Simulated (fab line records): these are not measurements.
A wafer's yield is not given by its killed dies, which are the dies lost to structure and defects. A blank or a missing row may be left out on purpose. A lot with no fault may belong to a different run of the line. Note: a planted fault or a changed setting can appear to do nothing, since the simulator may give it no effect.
Matching of chambers || flow sky130 || SKY_VIA1_CMP_02 on cmp-02: 4 sister chambers
The step polishes SiO2. 8 wafers are shown with their chamber, then 8 later ones without.

== EACH WAFER AND ITS CHAMBER ==
{"wafer": "L998.3", "chamber": 2, "motorCurrentA (A)": 11.2, "slurryFilterDpKPa (kPa)": 13.87}
{"wafer": "L999.6", "chamber": 1, "motorCurrentA (A)": 12.6, "slurryFilterDpKPa (kPa)": 13.47}
{"wafer": "L102.2", "chamber": 3, "motorCurrentA (A)": 12.2, "slurryFilterDpKPa (kPa)": 13.22}
{"wafer": "L102.3", "chamber": 1, "motorCurrentA (A)": 13.1, "slurryFilterDpKPa (kPa)": 13.31}
{"wafer": "L112.1", "chamber": 0, "motorCurrentA (A)": 12.9, "slurryFilterDpKPa (kPa)": 13.61}
{"wafer": "L112.3", "chamber": 2, "motorCurrentA (A)": 11.5, "slurryFilterDpKPa (kPa)": 13.64}
{"wafer": "L112.5", "chamber": 3, "motorCurrentA (A)": 12.0, "slurryFilterDpKPa (kPa)": 13.45}
{"wafer": "L114.3", "chamber": 0, "motorCurrentA (A)": 12.8, "slurryFilterDpKPa (kPa)": 13.55}

== WAFERS MISSING THEIR CHAMBER ==
{"wafer": "L114.4", "motorCurrentA (A)": 11.6, "slurryFilterDpKPa (kPa)": 13.77}
{"wafer": "L114.6", "motorCurrentA (A)": 12.0, "slurryFilterDpKPa (kPa)": 13.63}
{"wafer": "L117.3", "motorCurrentA (A)": 12.9, "slurryFilterDpKPa (kPa)": 13.59}
{"wafer": "L117.5", "motorCurrentA (A)": 11.5, "slurryFilterDpKPa (kPa)": 13.52}
{"wafer": "L117.6", "motorCurrentA (A)": 12.9, "slurryFilterDpKPa (kPa)": 13.66}
{"wafer": "L118.2", "motorCurrentA (A)": 13.0, "slurryFilterDpKPa (kPa)": 13.38}
{"wafer": "L118.4", "motorCurrentA (A)": 11.3, "slurryFilterDpKPa (kPa)": 13.57}
{"wafer": "L118.6", "motorCurrentA (A)": 13.0, "slurryFilterDpKPa (kPa)": 13.86}

== WHICH CHAMBER EACH ONE RAN IN ==
{"wafer": "L114.4", "from the rows above": 2, "in truth": 2}
{"wafer": "L114.6", "from the rows above": "can't be placed: 3 or 2 or 0 or 1", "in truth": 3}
{"wafer": "L117.3", "from the rows above": "can't be placed: 0 or 1", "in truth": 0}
{"wafer": "L117.5", "from the rows above": "can't be placed: 2 or 3", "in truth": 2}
{"wafer": "L117.6", "from the rows above": "can't be placed: 0 or 1", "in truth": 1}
{"wafer": "L118.2", "from the rows above": "can't be placed: 1 or 0", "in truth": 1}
{"wafer": "L118.4", "from the rows above": 2, "in truth": 2}
{"wafer": "L118.6", "from the rows above": "can't be placed: 0 or 1", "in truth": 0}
Correctly placed: 2 of 8. These rows do not allow placing 6 (true chamber among the candidates in 6). Number placed wrongly: 0.
How it was worked out, from the rows above alone: a wafer's distance from a chamber is the root of the sum, over the readings, of the square of ((its reading less the chamber's mean) divided by the reading's scatter). If the next closest chamber is less than 2 further off than the closest, the wafer can't be placed; otherwise it belongs to the closest. The mean given for a chamber averages the wafers shown for that chamber. The scatter: the root of (the sum of the squares of (reading less its chamber's mean) over the shown wafers, divided by (wafers less chambers)).
